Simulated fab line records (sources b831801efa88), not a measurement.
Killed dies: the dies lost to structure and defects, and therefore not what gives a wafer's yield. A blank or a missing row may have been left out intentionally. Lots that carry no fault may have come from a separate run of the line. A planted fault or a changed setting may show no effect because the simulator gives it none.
A lot that was struck, set against a sound lot / flow sky130 / 14 steps out of a route of 708
Sound: wafers L327.2, L327.3, L327.5. Wafers struck: L344.1, L344.2, L344.4. Last of all comes the cause.
Each step with rows lists, per side, the tool, then ch with its chambers, then its first start. Under that, the readings that differ: sound wafers / struck wafers / difference of the means / sigmas: that difference in standard deviations of wafers without a fault.
alike: readings whose means differ by less than 2 such deviations, and words and numbers that are the same on both sides. not compared: withheld readings, readings that some wafer has no value for, bounds like >300 that may hide the same value, and numbers for which the record gives no deviation and whose values overlap.
The two part at a step that has a row with sigmas, a row that says differs or no value, or rows on one side only. Numbers that have no deviation but don't overlap get no sigmas and don't part them. A reading that every wafer of one side lacks parts them only if that side has two wafers or more.

first, 3 steps without rows for these wafers: SKY_LDD_LDN_EXPOSE_04 (exposes mask LDNTM, target cd 700 nm); SKY_LDD_LDN_PEB_05; SKY_LDD_LDN_DEVELOP_06 (develop time 58.33 s).
SKY_LDD_LDN_OVL_MEAS_07:
  struck on overlay-02, day 29 06:10; sound on overlay-01, day 23 20:56
  alike: LDD_LDN_OVL
then, 4 steps without rows for these wafers: SKY_LDD_LDN_IMPLANT_08; SKY_LDD_LDN_IMPLANT_09; SKY_LDD_LDN_IMPLANT_10; SKY_LDD_LDN_IMPLANT_11.
SKY_LDD_LDN_STRIP_12: strips in O2/N2.
  sound on plasmaAsher-03 ch 0,1, day 23 21:34; struck on plasmaAsher-02 ch 0,1, day 29 06:48
  alike: drypumpMotorCurrentA, oesProductAu, stripTimeToEndpointS
  not compared: rfHoursCounterH
SKY_LDD_LDN_TW_MEAS_13:
  struck on filmMetro-02, day 29 06:54; sound on filmMetro-04, day 23 21:41
  alike: LDD_LDN_TW
then, 2 steps without rows for these wafers: SKY_LDD_LDN_CLEAN_14 (cleans in SC1/SC2, time 150 s); SKY_SPACER_CVD_00 (deposits Si3N4 from DCS/NH3, target thk 43.1 nm, time 740 s).
SKY_SPACER_THK_MEAS_01:
  struck on filmMetro-02, day 29 08:13; sound on filmMetro-04, day 23 22:59
reading=SPACER_CVD_00_THK (nm); sound=43.1 43.1 43.2; struck=44.0 44.0 44.0; difference=+0.9; sigmas=+2
SKY_SPACER_ETCHBACK_02: etches Si3N4 in CH3F/O2, stops on SiO2, time 46.7 s, target depth 45 nm.
  sound on rieDiel-02 ch 1,2,3, day 23 23:02; struck on rieDiel-02 ch 1,2,3, day 29 08:16
reading=oesProductAu (a.u.); sound=0.859 0.854 0.857; struck=0.840 0.841 0.849; difference=-0.013; sigmas=-2
  alike: drypumpMotorCurrentA, throttleValvePct
  not compared: rfHoursCounterH

== WHERE THEY PART ==
Last at SKY_SPACER_ETCHBACK_02 as far as this record goes, first at SKY_SPACER_THK_MEAS_01.

WHY: the cause the simulator had injected
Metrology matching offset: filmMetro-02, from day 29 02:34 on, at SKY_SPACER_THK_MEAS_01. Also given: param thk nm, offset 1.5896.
